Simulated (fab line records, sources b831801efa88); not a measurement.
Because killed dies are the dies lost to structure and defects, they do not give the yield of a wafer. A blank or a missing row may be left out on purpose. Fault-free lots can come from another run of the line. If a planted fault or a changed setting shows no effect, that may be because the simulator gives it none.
A struck lot beside a sound one | flow sky130 | 16 out of 708 route steps
Sound: the wafers L400.2, L400.3, L400.6. The struck wafers were L402.3, L402.5, L402.6. Last of all comes the cause.
Order at every step that has rows: each side's tool, ch and its chambers, its first start. Under that, the readings that differ: sound wafers | struck wafers | difference of the means | sigmas: that difference in standard deviations of wafers without a fault.
alike: words and numbers the same on both sides, and readings whose means are apart by under 2 such deviations; not compared: readings that were withheld, readings missing a value for some wafer, numbers with overlapping values and no deviation given by the record, and bounds like >300 which may hide the same value.
The two part at a step that has a row with sigmas, a row that says differs or no value, or rows on one side only. Numbers that have no deviation but don't overlap get no sigmas and don't part them. A reading missing from all wafers of one side parts the sides only when that side holds two or more wafers.

SKY_LI_CONTACT_BOW_MEAS_03:
  sound on film metro-02, day 30 05:00; struck on film metro-03, day 31 13:49
  alike: LI_CONTACT_BOW
then, 8 steps without rows for these wafers: SKY_LI_CONTACT_DEHYDRATE_04 (time 60 s); SKY_LI_CONTACT_HMDS_05 (prime time 60 s); SKY_LI_CONTACT_COAT_06 (resist thk 60 nm); SKY_LI_CONTACT_COAT_07 (resist thk 450 nm); SKY_LI_CONTACT_SOFTBAKE_08 (time 90 s); SKY_LI_CONTACT_EXPOSE_09 (exposes mask LICM1, target cd 170 nm); SKY_LI_CONTACT_PEB_10; SKY_LI_CONTACT_DEVELOP_11 (develop time 60 s).
SKY_LI_CONTACT_CD_MEAS_12: the cd target is 170 nm.
  sound on cd sem-01, day 31 08:53; struck on cd sem-01, day 32 17:02
  alike: cd nm
SKY_LI_CONTACT_OVL_MEAS_13:
  sound on overlay-02, day 31 08:59; struck on overlay-01, day 32 17:08
  alike: LI_CONTACT_OVL
SKY_LI_CONTACT_ETCH_14: etches BARC in N2/H2, stops on SiO2, time 45.9 s, target depth 60 nm.
  sound on rie diel-01 ch 0,3, day 31 09:01; struck on rie diel-02 ch 0,2, day 32 17:09
  alike: bias w, chamber pressure mTorr, drypump motor current A, h2 flow sccm, oes product au, throttle valve pct
  not compared: rf hours counter h
SKY_LI_CONTACT_ETCH_15: etches PSG in C4F8/O2/Ar, stops on Si, target depth 600 nm.
  sound on rie diel-01 ch 0,3, day 31 09:04; struck on rie diel-02 ch 0,2, day 32 17:11
  no value came back on the struck wafers for bias w (W), chamber pressure mTorr (mTorr), oes product au (a.u.); on the sound wafers bias w (W) reads 1208 1196 1204
  reading                                           | sound           | struck            | difference | sigmas
  model.KrF-thick_of_LI_CONTACT_COAT_07.thk nm (nm) | 230 231.7 231.1 | 393.2 392.6 395.9 | +163.0     |
SKY_LI_CONTACT_STRIP_16: strips in O2/N2.
  sound on plasma asher-02 ch 0, day 31 09:09; struck on plasma asher-03 ch 0,1, day 32 17:19
  reading                      | sound             | struck            | difference | sigmas
  oes product au (a.u.)        | 0.375 0.378 0.373 | 0.449 0.451 0.453 | +0.076     | +16
  strip time to endpoint s (s) | 3.48 3.49 3.48    | 5.20 5.21 5.22    | +1.73      | +51
  alike: drypump motor current A, o2 flow sccm
  not compared: rf hours counter h
then, 1 step without rows for these wafers: SKY_LI_CONTACT_CLEAN_17 (cleans in NMP, time 600 s).
-- a jump in the record: the struck wafers' starts before and after are 16 days apart (it breaks off in module LI_CONTACT and resumes in module PAD_OPEN, where the first step shown is number 708 of the route) --
SKY_PAD_OPEN_PROBE_99:
  sound on prober-01, day 47 14:25; struck on prober-01, day 48 11:49
  reading            | sound    | struck      | difference | sigmas
  killed at contacts | 23 14 17 | 427 440 429 | +414       | +78
  killed at other    | 0 0 0    | 0 2 2       | +1         | +3
  killed dies        | 76 79 62 | 492 492 492 | +420       | +45
  killed on rim      | 10 16 12 | 96 96 96    | +83        | +20
  alike: killed_at_M0_to_M3, killed_at_M4_up, killed at front end, killed open, killed short

WHERE THEY PART
Earliest at SKY_LI_CONTACT_ETCH_15; latest, in this record, at SKY_PAD_OPEN_PROBE_99.

WHY: what had been put in by the simulator
At SKY_LI_CONTACT_ETCH_15, the step was skipped entirely on rie diel-02 from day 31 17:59 on. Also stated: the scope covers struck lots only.
